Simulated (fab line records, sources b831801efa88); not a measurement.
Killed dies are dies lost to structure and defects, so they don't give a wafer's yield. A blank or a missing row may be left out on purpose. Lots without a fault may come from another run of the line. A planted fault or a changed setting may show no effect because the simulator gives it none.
fab line records | flow sky130
record lots=6 wafers=18 last_day=50
route steps=708 shown METAL5@661
lots that met no fault: from a run of the same line without faults
start_h: hours from the record's first day to the start of the lot's first wafer shown | wait_h: hours since the lot's step before | " the same as in the row above | L1.1+2: a row that stands for several wafers | - no value, or no start given | * or withheld: withheld | < > ~ a bound
route shown NAME@n: a module of which the file shows steps, and the number in the route of the first | usual: mean/standard deviation of fault-free wafers | same: alike in all rows | chamber/n: place in a boat | sites: the reading at each site | _std_site: their standard deviation | _edge_site: outer sites' mean less inner sites' | radius_mm: how far each site lies from the wafer's centre | mask NAME#n: copy n | behind: the tool/chamber that last shaped the wafer | hold: why the lot was held/for how many hours/how that ended | device: the transistor (n, p or np) that didn't switch | end of line: the same wafers' tests at the end of the route | a step without rows: its recipe alone | killed: dies lost to structure and defects at the first sort, not the wafer's yield | map: a wafer's dies, x killed, . not, _ none there
set.NAME: the setting as run; set.NAME@STEP: as run at that earlier step | model.NAME: the simulator's own value behind a step, which no gauge read
lots at some steps of the route; a table a step, a row a wafer
services: from which hour (start_h, from the record's first day; less than 0 if before it) a tool's chamber was out of use, for how many hours, and why
## steps
# step SKY_METAL5_SPUTTER_00
# recipe material=Ti target_thk_nm=15 power_w=3000 time_s=10 chamber_pressure_pa=0.4
# usual cathode_dc_power_W=3000.0/0.54 throttle_valve_pct=30.0/0.9
# same time_s=10
# columns lot.wafer tool chamber start_h wait_h cathode_dc_power_W throttle_valve_pct
L413.1 pvd_sputter-03 - 1027.71 0.1 2999.8 29.9
L413.2 " - " " 3000.0 30.3
L413.4 " - " " 2999.4 29.8
L421.1 pvd_sputter-04 - 1073.92 0.1 2999.8 30.2
L421.3 " - " " 2999.6 28.2
L421.5 " - " " 2999.8 30.2
L422.1 pvd_sputter-02 - 1083.82 0.2 3000.6 30.2
L422.4 " - " " 3000.0 31.0
L422.5 " - " " 3000.0 30.5
L423.1 pvd_sputter-04 - 1093.09 0.2 3000.2 29.4
L423.4 " - " " 2999.4 28.2
L423.6 " - " " 2999.4 28.1
L430.1 pvd_sputter-04 - 1141.57 0.1 2999.3 31.0
L430.3 " - " " 3000.1 29.8
L430.5 " - " " 2999.7 31.2
L433.3 pvd_sputter-04 - 1146.67 0.1 3000.0 31.0
L433.5 " - " " 3000.1 31.0
L433.6 " - " " 3000.4 30.1
# step SKY_METAL5_SPUTTER_01
# recipe material=TiN target_thk_nm=20 power_w=6500 time_s=16.7 chamber_pressure_pa=0.4
# usual cathode_dc_power_W=6499.9/1.1 throttle_valve_pct=30.0/0.89
# same time_s=16.7
# columns lot.wafer tool chamber start_h wait_h cathode_dc_power_W throttle_valve_pct
L413.1 pvd_sputter-03 - 1027.74 0.0 6500.1 29.7
L413.2 " - " " 6500.7 30.2
L413.4 " - " " 6500.8 29.6
L421.1 pvd_sputter-04 - 1073.95 0.0 6499.9 30.1
L421.3 " - " " 6500.8 28.3
L421.5 " - " " 6500.4 29.8
L422.1 pvd_sputter-02 - 1083.85 0.0 6500.9 30.3
L422.4 " - " " 6497.9 31.3
L422.5 " - " " 6499.2 30.0
L423.1 pvd_sputter-04 - 1093.11 0.0 6500.4 29.5
L423.4 " - " " 6498.7 28.0
L423.6 " - " " 6499.2 28.2
L430.1 pvd_sputter-04 - 1141.59 0.0 6501.0 31.1
L430.3 " - " " 6500.7 29.4
L430.5 " - " " 6500.0 31.2
L433.3 pvd_sputter-04 - 1146.69 0.0 6499.2 31.0
L433.5 " - " " 6500.0 31.1
L433.6 " - " " 6500.8 30.1
# step SKY_METAL5_SPUTTER_02
# recipe material=AlCu target_thk_nm=1150 power_w=10600 time_s=61.2 chamber_pressure_pa=0.4
# usual cathode_dc_power_W=10600/2 throttle_valve_pct=30.0/0.89
# same time_s=61.2
# columns lot.wafer tool chamber start_h wait_h cathode_dc_power_W throttle_valve_pct
L413.1 pvd_sputter-03 - 1027.76 0.0 10604 29.9
L413.2 " - " " 10601 30.1
L413.4 " - " " 10600 29.8
L421.1 pvd_sputter-04 - 1073.97 0.0 10601 30.1
L421.3 " - " " 10601 28.2
L421.5 " - " " 10597 29.8
L422.1 pvd_sputter-02 - 1083.87 0.0 10599 30.2
L422.4 " - " " 10601 31.0
L422.5 " - " " 10597 30.2
L423.1 pvd_sputter-04 - 1093.13 0.0 10604 29.5
L423.4 " - " " 10598 27.9
L423.6 " - " " 10596 27.9
L430.1 pvd_sputter-04 - 1141.61 0.0 10597 31.2
L430.3 " - " " 10596 29.7
L430.5 " - " " 10601 31.3
L433.3 pvd_sputter-04 - 1146.71 0.0 10597 30.9
L433.5 " - " " 10600 31.1
L433.6 " - " " 10598 30.2
# step SKY_METAL5_SPUTTER_03
# recipe material=Ti target_thk_nm=5 power_w=3000 time_s=3.3 chamber_pressure_pa=0.4
# usual cathode_dc_power_W=3000.1/0.57 throttle_valve_pct=30.0/0.91
# same time_s=3.3
# columns lot.wafer tool chamber start_h wait_h cathode_dc_power_W throttle_valve_pct
L413.1 pvd_sputter-03 - 1027.81 0.0 3001.2 29.9
L413.2 " - " " 2999.6 30.4
L413.4 " - " " 3000.4 29.6
L421.1 pvd_sputter-04 - 1074.02 0.0 2999.8 30.1
L421.3 " - " " 2999.6 28.2
L421.5 " - " " 3000.3 29.9
L422.1 pvd_sputter-02 - 1083.92 0.0 3001.6 30.4
L422.4 " - " " 3000.1 31.1
L422.5 " - " " 2999.8 29.9
L423.1 pvd_sputter-04 - 1093.19 0.0 3000.9 29.2
L423.4 " - " " 3000.1 28.2
L423.6 " - " " 2999.6 28.4
L430.1 pvd_sputter-04 - 1141.66 0.0 3000.5 31.4
L430.3 " - " " 3000.4 29.5
L430.5 " - " " 2999.8 31.0
L433.3 pvd_sputter-04 - 1146.76 0.0 3000.8 31.1
L433.5 " - " " 3001.0 31.2
L433.6 " - " " 2999.5 30.0
# step SKY_METAL5_SPUTTER_04
# recipe material=TiN target_thk_nm=70 power_w=6500 time_s=58.3 chamber_pressure_pa=0.4
# usual cathode_dc_power_W=6499.9/1.2 throttle_valve_pct=30.1/0.91
# same time_s=58.3
# columns lot.wafer tool chamber start_h wait_h cathode_dc_power_W throttle_valve_pct
L413.1 pvd_sputter-03 - 1027.83 0.0 6501.3 29.9
L413.2 " - " " 6501.1 30.3
L413.4 " - " " 6502.2 29.8
L421.1 pvd_sputter-04 - 1074.04 0.0 6500.7 30.0
L421.3 " - " " 6500.5 28.3
L421.5 " - " " 6497.9 30.1
L422.1 pvd_sputter-02 - 1083.94 0.0 6499.5 30.5
L422.4 " - " " 6500.4 31.1
L422.5 " - " " 6500.8 30.1
L423.1 pvd_sputter-04 - 1093.20 0.0 6500.0 29.5
L423.4 " - " " 6500.2 28.2
L423.6 " - " " 6498.3 28.1
L430.1 pvd_sputter-04 - 1141.68 0.0 6500.4 31.1
L430.3 " - " " 6499.5 29.4
L430.5 " - " " 6499.3 31.3
L433.3 pvd_sputter-04 - 1146.78 0.0 6499.8 31.3
L433.5 " - " " 6499.5 31.1
L433.6 " - " " 6500.3 30.0
# step SKY_METAL5_RS_MEAS_05
# recipe thk_meas_gauge=four-point-probe reads=TiN_of_METAL5_SPUTTER_04+Ti_of_METAL5_SPUTTER_03+AlCu_of_METAL5_SPUTTER_02+TiN_of_METAL5_SPUTTER_01+Ti_of_METAL5_SPUTTER_00
# usual METAL5_ALCU_RS=0.0271/0.00034
# columns lot.wafer tool chamber start_h wait_h METAL5_ALCU_RS[ohm/sq]
L413.1 film_metro-03 - 1027.88 0.0 0.0272
L413.2 " - " " 0.0275
L413.4 " - " " 0.0271
L421.1 film_metro-01 - 1074.09 0.0 0.0272
L421.3 " - " " 0.0272
L421.5 " - " " 0.0272
L422.1 film_metro-01 - 1083.99 0.0 0.0274
L422.4 " - " " 0.0273
L422.5 " - " " 0.0271
L423.1 film_metro-04 - 1093.25 0.0 0.0271
L423.4 " - " " 0.0270
L423.6 " - " " 0.0271
L430.1 film_metro-04 - 1141.73 0.0 0.0269
L430.3 " - " " 0.0276
L430.5 " - " " 0.0272
L433.3 film_metro-01 - 1146.87 0.1 0.0266
L433.5 " - " " 0.0265
L433.6 " - " " 0.0267
# step SKY_METAL5_THK_MEAS_06
# recipe thk_meas_gauge=xrf reads=AlCu_of_METAL5_SPUTTER_02
# usual METAL5_ALCU_THK=1153/15
# columns lot.wafer tool chamber start_h wait_h METAL5_ALCU_THK[nm]
L413.1 film_metro-03 - 1028.00 0.1 1142
L413.2 " - " " 1134
L413.4 " - " " 1147
L421.1 film_metro-01 - 1074.21 0.1 1147
L421.3 " - " " 1145
L421.5 " - " " 1146
L422.1 film_metro-01 - 1084.11 0.1 1132
L422.4 " - " " 1132
L422.5 " - " " 1153
L423.1 film_metro-04 - 1093.37 0.1 1168
L423.4 " - " " 1167
L423.6 " - " " 1163
L430.1 film_metro-04 - 1141.85 0.1 1157
L430.3 " - " " 1141
L430.5 " - " " 1156
L433.3 film_metro-01 - 1146.97 0.1 1163
L433.5 " - " " 1178
L433.6 " - " " 1171
# step SKY_METAL5_DEHYDRATE_07
# recipe temp_c=200 time_s=60
# step SKY_METAL5_HMDS_08
# recipe prime_time_s=60 prime_temp_c=120
# step SKY_METAL5_COAT_09
# recipe resist=NOVOLAK spin_rpm=3000 resist_thk_nm=1800
# step SKY_METAL5_SOFTBAKE_10
# recipe temp_c=90 time_s=60 resist=NOVOLAK
# step SKY_METAL5_EXPOSE_11
# recipe mask_id=MM5 na=0.6 source_shape=conventional sigma_outer=0.6 polarization=unpolarized target_cd_nm=1600 dose_mj=190
# step SKY_METAL5_PEB_12
# recipe temp_c=withheld time_s=* resist=NOVOLAK
# usual chill_plate_temp_C=* exhaust_pa=45.0/0.94 time_s=*
# columns lot.wafer tool chamber start_h wait_h chill_plate_temp_C exhaust_pa time_s
L413.1 litho_track-01 0 1048.45 - * 43.1 *
L413.2 " 0 " " * 43.4 *
L413.4 " 0 " " * 44.8 *
L421.1 litho_track-01 - 1094.75 - - - -
L421.3 " - " " - - -
L421.5 " - " " - - -
L422.1 litho_track-04 - 1103.38 - - - -
L422.4 " - " " - - -
L422.5 " - " " - - -
L423.1 litho_track-04 0 1113.08 - * 44.9 *
L423.4 " 0 " " * 45.0 *
L423.6 " 0 " " * 44.3 *
L430.1 litho_track-01 0 1159.15 - * 45.0 *
L430.3 " 0 " " * 44.7 *
L430.5 " 0 " " * 45.2 *
L433.3 litho_track-04 0 1164.48 - * 44.0 *
L433.5 " 0 " " * 44.9 *
L433.6 " 0 " " * 44.5 *
# step SKY_METAL5_DEVELOP_13
# recipe resist=NOVOLAK developer=TMAH develop_time_s=60 dev_temp_c=23
## services
# columns tool chamber start_h hours kind
pvd_sputter-04 - 1044.65 2.2 repair
pvd_sputter-02 - 1067.07 2.8 repair
pvd_sputter-03 - 1074.06 7.4 repair
pvd_sputter-03 - 1080.23 2.0 repair
litho_track-01 - 1112.79 - consumable_replace:filter
litho_track-01 - 1159.65 - consumable_replace:filter
## key
first_sign step=SKY_METAL5_PEB_12 reading=tool_record direction=missing
effect none on later readings
met_at SKY_METAL5_PEB_12
struck_wafers L421.1,L421.3,L421.5,L422.1,L422.4,L422.5
sort_left_out L421.1,L421.3,L421.5,L422.1,L422.4,L422.5
onset_between 1048.45 1094.75
fault kind=skipped_step_whole tool=litho_track-01,litho_track-04 chamber=- onset_h=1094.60 steps=SKY_METAL5_PEB_12 scope=struck_lots_only
# sort_left_out: the simulated sort isn't trusted on such a fault, so these wafers' sort isn't shown, and their yield isn't known
